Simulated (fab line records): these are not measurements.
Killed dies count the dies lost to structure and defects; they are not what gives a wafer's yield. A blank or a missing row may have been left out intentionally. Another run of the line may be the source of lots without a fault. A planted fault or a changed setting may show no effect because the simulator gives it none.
fab line records -- flow gf180mcu
[record] lots = 24, wafers = 72, last_day = 34
route steps=602 shown V1@349 V2@385 M3@414 V3@434
lots untouched by any fault: they come from a run of this same line in which no faults occurred
start_h: the number of hours between the record's first day and the start of the first shown wafer of the lot -- wait_h: hours from the lot's prior step to this one -- " unchanged from the row above -- L1.1+2: several wafers, shown together as one row -- - no value present, or no start provided -- * or withheld: withheld -- < > ~ a bound
route shown NAME@n: a module of which the file shows steps, and the number in the route of the first -- usual: mean/standard deviation of fault-free wafers -- same: alike in all rows -- chamber/n: place in a boat -- sites: each site's reading -- _std_site: standard deviation across them -- _edge_site: outer sites' mean less inner sites' -- radius_mm: for every site, how far away it sits from the centre of the wafer -- mask NAME#n: copy n -- behind: tool/chamber where the wafer was last shaped -- hold: reason for holding the lot/hours on hold/outcome of the hold -- device: whichever transistor did not switch (one of n, p or np) -- end of line: the route-end tests of the same wafers -- a step given without rows: its recipe and nothing more -- killed: at the first sort, the dies lost to defects and structure; wafer yield is something else -- map: shows each die of a wafer: x if killed, . if not, _ if none is there
set.NAME: the setting that was run; set.NAME@STEP: the one run at that earlier step -- model.NAME: the simulator's own value behind a step, which no gauge read
route steps across a sampled set of lots; one table per step, one row per wafer
services: when a tool's chamber went out of use (start_h, in hours from the record's first day, below 0 if earlier), for how many hours, and the reason
[[steps]]
[step GF_V1_CD_MEAS_14]
[recipe] target_cd_nm = 260
[usual] cd_nm = 260.0/1.3
lot.wafer,tool,chamber,start_h,wait_h,cd_nm
L074.4,cd_sem-02,-,408.08,0.1,262.4
L074.5,cd_sem-02,-,408.08,0.1,261.1
L074.6,cd_sem-02,-,408.08,0.1,260.1
L075.2,cd_sem-02,-,419.46,0.1,260.4
L075.4,cd_sem-02,-,419.46,0.1,260.3
L075.6,cd_sem-02,-,419.46,0.1,259.8
L076.1,cd_sem-01,-,423.37,0.1,260.6
L076.2,cd_sem-01,-,423.37,0.1,260.5
L076.6,cd_sem-01,-,423.37,0.1,261.6
L077.2,cd_sem-01,-,427.56,0.1,261.4
L077.5,cd_sem-01,-,427.56,0.1,262.8
L077.6,cd_sem-01,-,427.56,0.1,262.6
L078.2,cd_sem-01,-,453.14,0.1,259.5
L078.3,cd_sem-01,-,453.14,0.1,259.8
L078.6,cd_sem-01,-,453.14,0.1,260.1
L079.1,cd_sem-02,-,453.39,0.1,260.6
L079.3,cd_sem-02,-,453.39,0.1,259.2
L079.6,cd_sem-02,-,453.39,0.1,258.9
L080.1,cd_sem-02,-,463.04,0.1,259.0
L080.5,cd_sem-02,-,463.04,0.1,259.7
L080.6,cd_sem-02,-,463.04,0.1,259.7
L081.1,cd_sem-02,-,474.74,0.1,256.3
L081.4,cd_sem-02,-,474.74,0.1,259.1
L081.5,cd_sem-02,-,474.74,0.1,257.3
L082.3,cd_sem-01,-,485.93,0.1,259.7
L082.5,cd_sem-01,-,485.93,0.1,261.2
L082.6,cd_sem-01,-,485.93,0.1,260.0
L083.3,cd_sem-02,-,491.93,0.1,260.1
L083.4,cd_sem-02,-,491.93,0.1,261.5
L083.5,cd_sem-02,-,491.93,0.1,260.0
L084.2,cd_sem-02,-,508.35,0.1,261.7
L084.3,cd_sem-02,-,508.35,0.1,260.1
L084.6,cd_sem-02,-,508.35,0.1,261.7
L085.1,cd_sem-01,-,518.87,0.1,259.3
L085.5,cd_sem-01,-,518.87,0.1,259.9
L085.6,cd_sem-01,-,518.87,0.1,260.2
L086.1,cd_sem-01,-,519.44,0.1,259.7
L086.2,cd_sem-01,-,519.44,0.1,260.8
L086.3,cd_sem-01,-,519.44,0.1,259.6
L087.3,cd_sem-01,-,526.68,0.1,260.7
L087.5,cd_sem-01,-,526.68,0.1,259.4
L087.6,cd_sem-01,-,526.68,0.1,261.1
L088.1,cd_sem-02,-,537.09,0.1,259.4
L088.3,cd_sem-02,-,537.09,0.1,260.0
L088.5,cd_sem-02,-,537.09,0.1,258.9
L089.2,cd_sem-01,-,547.69,0.1,258.6
L089.3,cd_sem-01,-,547.69,0.1,258.9
L089.6,cd_sem-01,-,547.69,0.1,258.9
L090.1,cd_sem-02,-,556.52,0.1,259.1
L090.4,cd_sem-02,-,556.52,0.1,258.8
L090.6,cd_sem-02,-,556.52,0.1,258.0
L091.1,cd_sem-01,-,561.13,0.1,257.5
L091.4,cd_sem-01,-,561.13,0.1,258.7
L091.6,cd_sem-01,-,561.13,0.1,258.3
L092.1,cd_sem-01,-,569.33,0.1,259.9
L092.2,cd_sem-01,-,569.33,0.1,260.2
L092.3,cd_sem-01,-,569.33,0.1,260.1
L093.2,cd_sem-01,-,573.90,0.1,257.7
L093.3,cd_sem-01,-,573.90,0.1,257.9
L093.6,cd_sem-01,-,573.90,0.1,259.4
L094.1,cd_sem-02,-,582.59,0.1,258.6
L094.3,cd_sem-02,-,582.59,0.1,258.7
L094.4,cd_sem-02,-,582.59,0.1,259.2
L095.2,cd_sem-02,-,587.59,0.1,261.0
L095.5,cd_sem-02,-,587.59,0.1,260.8
L095.6,cd_sem-02,-,587.59,0.1,260.4
L096.1,cd_sem-02,-,594.04,0.1,262.1
L096.4,cd_sem-02,-,594.04,0.1,262.9
L096.6,cd_sem-02,-,594.04,0.1,260.7
L097.4,cd_sem-02,-,602.14,0.1,260.4
L097.5,cd_sem-02,-,602.14,0.1,260.2
L097.6,cd_sem-02,-,602.14,0.1,259.7
[step GF_V2_THK_MEAS_03]
[recipe] reads = SiO2_of_V2_CVD_02
[usual] V2_CVD_02_THK = 847/10
lot.wafer,tool,chamber,start_h,wait_h,V2_CVD_02_THK[nm]
L074.4,film_metro-02,-,434.55,0.0,859
L074.5,film_metro-02,-,434.55,0.0,850
L074.6,film_metro-02,-,434.55,0.0,853
L075.2,film_metro-02,-,446.25,0.0,828
L075.4,film_metro-02,-,446.25,0.0,841
L075.6,film_metro-02,-,446.25,0.0,849
L076.1,film_metro-02,-,450.28,0.0,836
L076.2,film_metro-02,-,450.28,0.0,842
L076.6,film_metro-02,-,450.28,0.0,851
L077.2,film_metro-03,-,454.42,0.0,854
L077.5,film_metro-03,-,454.42,0.0,859
L077.6,film_metro-03,-,454.42,0.0,866
L078.2,film_metro-02,-,480.12,0.1,847
L078.3,film_metro-02,-,480.12,0.1,854
L078.6,film_metro-02,-,480.12,0.1,864
L079.1,film_metro-03,-,480.43,0.0,853
L079.3,film_metro-03,-,480.43,0.0,850
L079.6,film_metro-03,-,480.43,0.0,859
L080.1,film_metro-03,-,489.78,0.0,851
L080.5,film_metro-03,-,489.78,0.0,863
L080.6,film_metro-03,-,489.78,0.0,854
L081.1,film_metro-04,-,501.26,0.1,837
L081.4,film_metro-04,-,501.26,0.1,842
L081.5,film_metro-04,-,501.26,0.1,835
L082.3,film_metro-02,-,512.60,0.1,852
L082.5,film_metro-02,-,512.60,0.1,861
L082.6,film_metro-02,-,512.60,0.1,860
L083.3,film_metro-02,-,519.22,0.1,848
L083.4,film_metro-02,-,519.22,0.1,845
L083.5,film_metro-02,-,519.22,0.1,855
L084.2,film_metro-03,-,533.63,0.0,843
L084.3,film_metro-03,-,533.63,0.0,838
L084.6,film_metro-03,-,533.63,0.0,858
L085.1,film_metro-04,-,544.48,0.0,846
L085.5,film_metro-04,-,544.48,0.0,855
L085.6,film_metro-04,-,544.48,0.0,856
L086.1,film_metro-04,-,545.12,0.0,832
L086.2,film_metro-04,-,545.12,0.0,840
L086.3,film_metro-04,-,545.12,0.0,829
L087.3,film_metro-03,-,552.36,0.1,847
L087.5,film_metro-03,-,552.36,0.1,856
L087.6,film_metro-03,-,552.36,0.1,872
L088.1,film_metro-03,-,562.31,0.1,835
L088.3,film_metro-03,-,562.31,0.1,836
L088.5,film_metro-03,-,562.31,0.1,844
L089.2,film_metro-02,-,572.80,0.0,831
L089.3,film_metro-02,-,572.80,0.0,829
L089.6,film_metro-02,-,572.80,0.0,852
L090.1,film_metro-02,-,581.84,0.0,840
L090.4,film_metro-02,-,581.84,0.0,863
L090.6,film_metro-02,-,581.84,0.0,856
L091.1,film_metro-02,-,585.33,0.0,840
L091.4,film_metro-02,-,585.33,0.0,864
L091.6,film_metro-02,-,585.33,0.0,846
L092.1,film_metro-02,-,593.61,0.0,845
L092.2,film_metro-02,-,593.61,0.0,844
L092.3,film_metro-02,-,593.61,0.0,834
L093.2,film_metro-03,-,597.98,0.0,851
L093.3,film_metro-03,-,597.98,0.0,840
L093.6,film_metro-03,-,597.98,0.0,855
L094.1,film_metro-03,-,606.48,0.0,832
L094.3,film_metro-03,-,606.48,0.0,851
L094.4,film_metro-03,-,606.48,0.0,851
L095.2,film_metro-03,-,611.06,0.0,838
L095.5,film_metro-03,-,611.06,0.0,843
L095.6,film_metro-03,-,611.06,0.0,843
L096.1,film_metro-04,-,617.70,0.0,836
L096.4,film_metro-04,-,617.70,0.0,850
L096.6,film_metro-04,-,617.70,0.0,849
L097.4,film_metro-04,-,625.84,0.0,842
L097.5,film_metro-04,-,625.84,0.0,838
L097.6,film_metro-04,-,625.84,0.0,845
[step GF_V2_CMP_04]
[recipe] material = SiO2, down_force_psi = 4, platen_rpm = 60, pad_velocity_m_s = 0.94248
[usual] motor_current_A = 12.1/1.2, time_to_endpoint_s = 80/4.4
lot.wafer,tool,chamber,start_h,wait_h,motor_current_A,time_to_endpoint_s
L074.4,cmp-02,3,434.68,0.1,13.4,84
L074.5,cmp-02,1,434.68,0.1,14.1,84
L074.6,cmp-02,2,434.68,0.1,11.6,79
L075.2,cmp-01,3,446.30,0.0,11.2,73
L075.4,cmp-01,2,446.30,0.0,10.8,75
L075.6,cmp-01,3,446.30,0.0,11.3,82
L076.1,cmp-01,1,450.39,0.1,11.4,82
L076.2,cmp-01,2,450.39,0.1,10.5,79
L076.6,cmp-01,1,450.39,0.1,11.5,85
L077.2,cmp-02,0,454.57,0.1,12.8,83
L077.5,cmp-02,2,454.57,0.1,11.3,84
L077.6,cmp-02,3,454.57,0.1,13.4,88
L078.3,cmp-02,1,480.22,0.1,13.5,79
L078.2,cmp-02,3,480.22,0.1,14.8,77
L078.6,cmp-02,0,480.22,0.1,12.5,81
L079.1,cmp-01,2,480.54,0.1,10.7,82
L079.3,cmp-01,3,480.54,0.1,11.7,83
L079.6,cmp-01,1,480.54,0.1,11.3,87
L080.1,cmp-02,0,489.99,0.2,12.7,80
L080.5,cmp-02,1,489.99,0.2,13.5,88
L080.6,cmp-02,2,489.99,0.2,10.5,79
L081.1,cmp-02,3,501.32,0.1,13.3,77
L081.4,cmp-02,1,501.32,0.1,13.4,80
L081.5,cmp-02,3,501.32,0.1,13.5,78
L082.3,cmp-01,2,512.71,0.1,10.6,82
L082.5,cmp-01,2,512.71,0.1,10.9,89
L082.6,cmp-01,3,512.71,0.1,10.5,84
L083.4,cmp-01,0,519.36,0.1,10.4,85
L083.3,cmp-01,1,519.36,0.1,11.1,89
L083.5,cmp-01,2,519.36,0.1,11.1,85
L084.3,cmp-02,1,533.73,0.1,13.8,74
L084.2,cmp-02,2,533.73,0.1,11.4,74
L084.6,cmp-02,0,533.73,0.1,12.6,79
L085.1,cmp-02,3,544.64,0.1,13.4,77
L085.5,cmp-02,1,544.64,0.1,14.0,81
L085.6,cmp-02,2,544.64,0.1,11.3,79
L086.2,cmp-01,2,545.18,0.0,10.7,77
L086.3,cmp-01,0,545.18,0.0,10.9,74
L086.1,cmp-01,1,545.18,0.0,11.6,77
L087.3,cmp-02,0,552.50,0.1,12.4,77
L087.6,cmp-02,2,552.50,0.1,11.1,87
L087.5,cmp-02,3,552.50,0.1,13.6,84
L088.1,cmp-01,0,562.54,0.2,10.8,74
L088.3,cmp-01,2,562.54,0.2,11.1,78
L088.5,cmp-01,0,562.54,0.2,11.2,78
L089.3,cmp-02,3,573.13,0.3,13.3,75
L089.2,cmp-02,2,573.13,0.3,11.9,74
L089.6,cmp-02,3,573.13,0.3,13.5,81
L090.4,cmp-01,3,582.00,0.1,10.8,86
L090.1,cmp-01,0,582.00,0.1,10.5,78
L090.6,cmp-01,1,582.00,0.1,11.8,88
L091.1,cmp-02,3,585.48,0.1,13.2,81
L091.4,cmp-02,1,585.48,0.1,14.0,84
L091.6,cmp-02,0,585.48,0.1,11.9,75
L092.2,cmp-02,3,593.67,0.0,14.0,75
L092.3,cmp-02,0,593.67,0.0,12.7,72
L092.1,cmp-02,2,593.67,0.0,11.2,78
L093.3,cmp-02,0,598.03,0.0,12.3,75
L093.2,cmp-02,2,598.03,0.0,11.1,79
L093.6,cmp-02,1,598.03,0.0,13.5,85
L094.4,cmp-02,0,606.59,0.1,12.4,77
L094.3,cmp-02,1,606.59,0.1,13.9,82
L094.1,cmp-02,2,606.59,0.1,11.5,72
L095.2,cmp-01,0,611.11,0.0,10.2,72
L095.5,cmp-01,0,611.11,0.0,10.9,77
L095.6,cmp-01,1,611.11,0.0,11.0,78
L096.1,cmp-02,0,617.76,0.1,12.2,71
L096.4,cmp-02,3,617.76,0.1,12.7,78
L096.6,cmp-02,0,617.76,0.1,13.0,76
L097.4,cmp-01,1,625.97,0.1,12.2,79
L097.6,cmp-01,3,625.97,0.1,11.0,78
L097.5,cmp-01,0,625.97,0.1,10.9,79
[step GF_M3_RS_MEAS_05]
[recipe] thk_meas_gauge = four-point-probe, reads = TiN_of_M3_SPUTTER_04+Ti_of_M3_SPUTTER_03+AlCu_of_M3_SPUTTER_02+TiN_of_M3_SPUTTER_01+Ti_of_M3_SPUTTER_00
[usual] M3_ALCU_RS = 0.0698/0.00062
lot.wafer,tool,chamber,start_h,wait_h,M3_ALCU_RS[ohm/sq]
L074.4,film_metro-01,-,460.91,0.1,0.0703
L074.5,film_metro-01,-,460.91,0.1,0.0695
L074.6,film_metro-01,-,460.91,0.1,0.0702
L075.2,film_metro-02,-,472.55,0.0,0.0700
L075.4,film_metro-02,-,472.55,0.0,0.0699
L075.6,film_metro-02,-,472.55,0.0,0.0701
L076.1,film_metro-02,-,476.49,0.0,0.0707
L076.2,film_metro-02,-,476.49,0.0,0.0705
L076.6,film_metro-02,-,476.49,0.0,0.0704
L077.2,film_metro-01,-,480.55,0.0,0.0702
L077.5,film_metro-01,-,480.55,0.0,0.0707
L077.6,film_metro-01,-,480.55,0.0,0.0699
L078.2,film_metro-01,-,505.92,0.0,0.0696
L078.3,film_metro-01,-,505.92,0.0,0.0694
L078.6,film_metro-01,-,505.92,0.0,0.0689
L079.1,film_metro-01,-,506.50,0.0,0.0697
L079.3,film_metro-01,-,506.50,0.0,0.0693
L079.6,film_metro-01,-,506.50,0.0,0.0693
L080.1,film_metro-02,-,515.85,0.0,0.0703
L080.5,film_metro-02,-,515.85,0.0,0.0694
L080.6,film_metro-02,-,515.85,0.0,0.0705
L081.1,film_metro-02,-,527.20,0.0,0.0696
L081.4,film_metro-02,-,527.20,0.0,0.0690
L081.5,film_metro-02,-,527.20,0.0,0.0692
L082.3,film_metro-01,-,538.41,0.1,0.0703
L082.5,film_metro-01,-,538.41,0.1,0.0704
L082.6,film_metro-01,-,538.41,0.1,0.0701
L083.3,film_metro-02,-,544.11,0.1,0.0705
L083.4,film_metro-02,-,544.11,0.1,0.0699
L083.5,film_metro-02,-,544.11,0.1,0.0704
L084.2,film_metro-02,-,558.42,0.0,0.0693
L084.3,film_metro-02,-,558.42,0.0,0.0698
L084.6,film_metro-02,-,558.42,0.0,0.0699
L085.1,film_metro-01,-,568.83,0.0,0.0700
L085.5,film_metro-01,-,568.83,0.0,0.0697
L085.6,film_metro-01,-,568.83,0.0,0.0694
L086.1,film_metro-03,-,569.85,0.0,0.0685
L086.2,film_metro-03,-,569.85,0.0,0.0691
L086.3,film_metro-03,-,569.85,0.0,0.0694
L087.3,film_metro-02,-,576.73,0.1,0.0686
L087.5,film_metro-02,-,576.73,0.1,0.0696
L087.6,film_metro-02,-,576.73,0.1,0.0692
L088.1,film_metro-01,-,585.90,0.0,0.0696
L088.3,film_metro-01,-,585.90,0.0,0.0699
L088.5,film_metro-01,-,585.90,0.0,0.0693
L089.2,film_metro-03,-,595.87,0.0,0.0715
L089.3,film_metro-03,-,595.87,0.0,0.0708
L089.6,film_metro-03,-,595.87,0.0,0.0707
L090.1,film_metro-03,-,604.84,0.0,0.0699
L090.4,film_metro-03,-,604.84,0.0,0.0700
L090.6,film_metro-03,-,604.84,0.0,0.0705
L091.1,film_metro-03,-,608.74,0.0,0.0687
L091.4,film_metro-03,-,608.74,0.0,0.0689
L091.6,film_metro-03,-,608.74,0.0,0.0687
L092.1,film_metro-03,-,616.74,0.0,0.0691
L092.2,film_metro-03,-,616.74,0.0,0.0693
L092.3,film_metro-03,-,616.74,0.0,0.0694
L093.2,film_metro-03,-,620.59,0.0,0.0707
L093.3,film_metro-03,-,620.59,0.0,0.0699
L093.6,film_metro-03,-,620.59,0.0,0.0706
L094.1,film_metro-02,-,629.25,0.0,0.0694
L094.3,film_metro-02,-,629.25,0.0,0.0698
L094.4,film_metro-02,-,629.25,0.0,0.0705
L095.2,film_metro-03,-,634.19,0.0,0.0691
L095.5,film_metro-03,-,634.19,0.0,0.0694
L095.6,film_metro-03,-,634.19,0.0,0.0689
L096.1,film_metro-02,-,640.29,0.0,0.0711
L096.4,film_metro-02,-,640.29,0.0,0.0706
L096.6,film_metro-02,-,640.29,0.0,0.0710
L097.4,film_metro-03,-,648.13,0.1,0.0692
L097.5,film_metro-03,-,648.13,0.1,0.0696
L097.6,film_metro-03,-,648.13,0.1,0.0693
[step GF_V3_BOW_MEAS_05]
[recipe] mode = bow
[usual] V3_BOW = 116/7.4
lot.wafer,tool,chamber,start_h,wait_h,V3_BOW[um]
L074.4,film_metro-02,-,487.19,0.2,113
L074.5,film_metro-02,-,487.19,0.2,115
L074.6,film_metro-02,-,487.19,0.2,114
L075.2,film_metro-01,-,498.31,0.1,107
L075.4,film_metro-01,-,498.31,0.1,117
L075.6,film_metro-01,-,498.31,0.1,102
L076.1,film_metro-02,-,501.94,0.1,121
L076.2,film_metro-02,-,501.94,0.1,121
L076.6,film_metro-02,-,501.94,0.1,107
L077.2,film_metro-02,-,505.99,0.3,117
L077.5,film_metro-02,-,505.99,0.3,102
L077.6,film_metro-02,-,505.99,0.3,117
L078.2,film_metro-01,-,530.71,0.3,123
L078.3,film_metro-01,-,530.71,0.3,123
L078.6,film_metro-01,-,530.71,0.3,128
L079.1,film_metro-02,-,530.98,0.1,107
L079.3,film_metro-02,-,530.98,0.1,109
L079.6,film_metro-02,-,530.98,0.1,104
L080.1,film_metro-01,-,540.90,0.2,128
L080.5,film_metro-01,-,540.90,0.2,122
L080.6,film_metro-01,-,540.90,0.2,126
L081.1,film_metro-01,-,551.34,0.1,120
L081.4,film_metro-01,-,551.34,0.1,125
L081.5,film_metro-01,-,551.34,0.1,129
L082.3,film_metro-04,-,562.53,0.2,107
L082.5,film_metro-04,-,562.53,0.2,114
L082.6,film_metro-04,-,562.53,0.2,119
L083.3,film_metro-02,-,568.28,0.2,112
L083.4,film_metro-02,-,568.28,0.2,119
L083.5,film_metro-02,-,568.28,0.2,105
L084.2,film_metro-04,-,582.50,0.2,117
L084.3,film_metro-04,-,582.50,0.2,118
L084.6,film_metro-04,-,582.50,0.2,102
L085.1,film_metro-02,-,592.23,0.2,132
L085.5,film_metro-02,-,592.23,0.2,124
L085.6,film_metro-02,-,592.23,0.2,121
L086.1,film_metro-04,-,593.40,0.2,119
L086.2,film_metro-04,-,593.40,0.2,120
L086.3,film_metro-04,-,593.40,0.2,117
L087.3,film_metro-01,-,599.47,0.2,119
L087.5,film_metro-01,-,599.47,0.2,115
L087.6,film_metro-01,-,599.47,0.2,118
L088.1,film_metro-01,-,608.20,0.2,109
L088.3,film_metro-01,-,608.20,0.2,110
L088.5,film_metro-01,-,608.20,0.2,115
L089.2,film_metro-02,-,617.72,0.3,119
L089.3,film_metro-02,-,617.72,0.3,119
L089.6,film_metro-02,-,617.72,0.3,116
L090.1,film_metro-01,-,626.52,0.2,118
L090.4,film_metro-01,-,626.52,0.2,110
L090.6,film_metro-01,-,626.52,0.2,112
L091.1,film_metro-02,-,630.66,0.2,118
L091.4,film_metro-02,-,630.66,0.2,104
L091.6,film_metro-02,-,630.66,0.2,114
L092.1,film_metro-01,-,638.04,0.1,112
L092.2,film_metro-01,-,638.04,0.1,117
L092.3,film_metro-01,-,638.04,0.1,109
L093.2,film_metro-02,-,642.16,0.2,110
L093.3,film_metro-02,-,642.16,0.2,118
L093.6,film_metro-02,-,642.16,0.2,124
L094.1,film_metro-04,-,649.80,0.2,133
L094.3,film_metro-04,-,649.80,0.2,115
L094.4,film_metro-04,-,649.80,0.2,107
L095.2,film_metro-02,-,655.40,0.3,109
L095.5,film_metro-02,-,655.40,0.3,108
L095.6,film_metro-02,-,655.40,0.3,108
L096.1,film_metro-01,-,661.71,0.1,120
L096.4,film_metro-01,-,661.71,0.1,125
L096.6,film_metro-01,-,661.71,0.1,124
L097.4,film_metro-01,-,668.26,0.2,107
L097.5,film_metro-01,-,668.26,0.2,123
L097.6,film_metro-01,-,668.26,0.2,115
[step GF_V3_SPUTTER_21]
[recipe] material = Ti, target_thk_nm = 15, chamber_pressure_pa = 5, power_w = 2500, substrate_temp_c = 200, time_s = 80.02
[usual] chamber_pressure_pa = 4.999/0.01, throttle_valve_pct = 30.0/1.2
lot.wafer,tool,chamber,start_h,wait_h,chamber_pressure_pa,throttle_valve_pct
L074.4,pvd_sputter-02,-,512.02,0.0,5.006,28.3
L074.5,pvd_sputter-02,-,512.02,0.0,5.007,31.2
L074.6,pvd_sputter-02,-,512.02,0.0,5.003,28.3
L075.2,pvd_sputter-02,-,523.10,0.0,4.997,31.7
L075.4,pvd_sputter-02,-,523.10,0.0,4.995,30.1
L075.6,pvd_sputter-02,-,523.10,0.0,5.008,30.9
L076.1,pvd_sputter-01,-,526.36,0.0,4.990,30.9
L076.2,pvd_sputter-01,-,526.36,0.0,5.008,31.0
L076.6,pvd_sputter-01,-,526.36,0.0,5.003,30.9
L077.2,pvd_sputter-04,-,530.39,0.0,5.004,30.4
L077.5,pvd_sputter-04,-,530.39,0.0,5.009,30.0
L077.6,pvd_sputter-04,-,530.39,0.0,4.990,30.6
L078.2,pvd_sputter-01,-,554.51,0.0,5.009,30.9
L078.3,pvd_sputter-01,-,554.51,0.0,4.989,30.8
L078.6,pvd_sputter-01,-,554.51,0.0,4.980,30.8
L079.1,pvd_sputter-04,-,554.55,0.0,4.997,30.8
L079.3,pvd_sputter-04,-,554.55,0.0,4.999,30.0
L079.6,pvd_sputter-04,-,554.55,0.0,4.986,27.1
L080.1,pvd_sputter-02,-,563.65,0.0,4.992,28.0
L080.5,pvd_sputter-02,-,563.65,0.0,4.997,31.5
L080.6,pvd_sputter-02,-,563.65,0.0,4.995,30.1
L081.1,pvd_sputter-04,-,573.66,0.0,5.002,29.8
L081.4,pvd_sputter-04,-,573.66,0.0,5.001,27.1
L081.5,pvd_sputter-04,-,573.66,0.0,4.995,29.9
L082.3,pvd_sputter-01,-,584.79,0.0,4.988,31.2
L082.5,pvd_sputter-01,-,584.79,0.0,4.999,28.9
L082.6,pvd_sputter-01,-,584.79,0.0,5.013,30.6
L083.3,pvd_sputter-01,-,590.31,0.0,5.010,30.8
L083.4,pvd_sputter-01,-,590.31,0.0,4.997,30.2
L083.5,pvd_sputter-01,-,590.31,0.0,4.991,28.9
L084.2,pvd_sputter-02,-,604.52,0.0,5.001,29.8
L084.3,pvd_sputter-02,-,604.52,0.0,4.992,31.3
L084.6,pvd_sputter-02,-,604.52,0.0,4.994,31.3
L085.1,pvd_sputter-01,-,613.66,0.0,4.989,28.8
L085.5,pvd_sputter-01,-,613.66,0.0,4.973,29.0
L085.6,pvd_sputter-01,-,613.66,0.0,4.984,31.1
L086.1,pvd_sputter-01,-,615.91,0.0,5.025,30.7
L086.2,pvd_sputter-01,-,615.91,0.0,4.993,28.8
L086.3,pvd_sputter-01,-,615.91,0.0,5.001,30.4
L087.3,pvd_sputter-01,-,620.77,0.0,4.993,30.5
L087.5,pvd_sputter-01,-,620.77,0.0,5.002,31.1
L087.6,pvd_sputter-01,-,620.77,0.0,4.990,30.4
L088.1,pvd_sputter-02,-,629.77,0.0,5.009,30.0
L088.3,pvd_sputter-02,-,629.77,0.0,4.998,30.9
L088.5,pvd_sputter-02,-,629.77,0.0,4.998,28.2
L089.2,pvd_sputter-02,-,639.31,0.0,5.011,28.0
L089.3,pvd_sputter-02,-,639.31,0.0,4.995,31.6
L089.6,pvd_sputter-02,-,639.31,0.0,5.005,31.4
L090.1,pvd_sputter-04,-,647.36,0.0,4.994,31.0
L090.4,pvd_sputter-04,-,647.36,0.0,4.995,30.1
L090.6,pvd_sputter-04,-,647.36,0.0,5.006,30.3
L091.1,pvd_sputter-02,-,651.70,0.0,4.986,28.2
L091.4,pvd_sputter-02,-,651.70,0.0,5.015,31.6
L091.6,pvd_sputter-02,-,651.70,0.0,5.001,31.0
L092.1,pvd_sputter-04,-,657.71,0.0,5.008,30.1
L092.2,pvd_sputter-04,-,657.71,0.0,5.004,29.9
L092.3,pvd_sputter-04,-,657.71,0.0,5.005,27.2
L093.2,pvd_sputter-02,-,663.16,0.0,5.010,28.2
L093.3,pvd_sputter-02,-,663.16,0.0,5.002,31.0
L093.6,pvd_sputter-02,-,663.16,0.0,5.006,31.0
L094.1,pvd_sputter-02,-,670.62,0.0,5.017,31.1
L094.3,pvd_sputter-02,-,670.62,0.0,4.988,30.0
L094.4,pvd_sputter-02,-,670.62,0.0,4.996,31.5
L095.2,pvd_sputter-04,-,674.59,0.0,4.992,30.9
L095.5,pvd_sputter-04,-,674.59,0.0,5.008,30.2
L095.6,pvd_sputter-04,-,674.59,0.0,4.998,29.9
L096.1,pvd_sputter-04,-,680.92,0.0,4.989,30.9
L096.4,pvd_sputter-04,-,680.92,0.0,4.968,29.8
L096.6,pvd_sputter-04,-,680.92,0.0,4.996,31.1
L097.4,pvd_sputter-04,-,688.20,0.0,5.013,29.9
L097.5,pvd_sputter-04,-,688.20,0.0,4.981,30.0
L097.6,pvd_sputter-04,-,688.20,0.0,5.016,29.9
[[services]]
tool,chamber,start_h,hours,kind
cmp-01,-,416.21,1.5,repair
pvd_sputter-04,-,417.42,1.8,repair
pvd_sputter-02,2,439.06,-,consumable_replace:kit
pvd_sputter-02,2,439.06,18.0,scheduled_down
pvd_sputter-02,2,439.06,18.0,vent_cycle
pvd_sputter-04,-,473.86,1.9,repair
pvd_sputter-04,2,479.61,-,consumable_replace:kit
pvd_sputter-01,-,490.23,2.8,repair
cmp-02,-,501.62,5.4,pm
cmp-02,-,512.59,0.9,repair
cmp-01,-,524.18,2.5,repair
cmp-02,-,535.64,8.7,repair
pvd_sputter-01,-,537.96,0.8,repair
cmp-02,-,540.34,0.7,repair
cmp-02,-,556.24,0.8,repair
cmp-01,-,572.18,4.0,pm
cmp-01,-,576.18,-,consumable_replace:conditioner
cmp-01,-,576.18,-,consumable_replace:pad
pvd_sputter-02,-,581.17,1.5,repair
cmp-01,-,591.56,3.6,repair
pvd_sputter-01,-,625.85,65.9,repair
pvd_sputter-01,-,663.16,5.6,repair
cmp-02,-,676.34,1.6,repair
cmp-02,-,683.12,1.8,repair
[[key]]
fault none
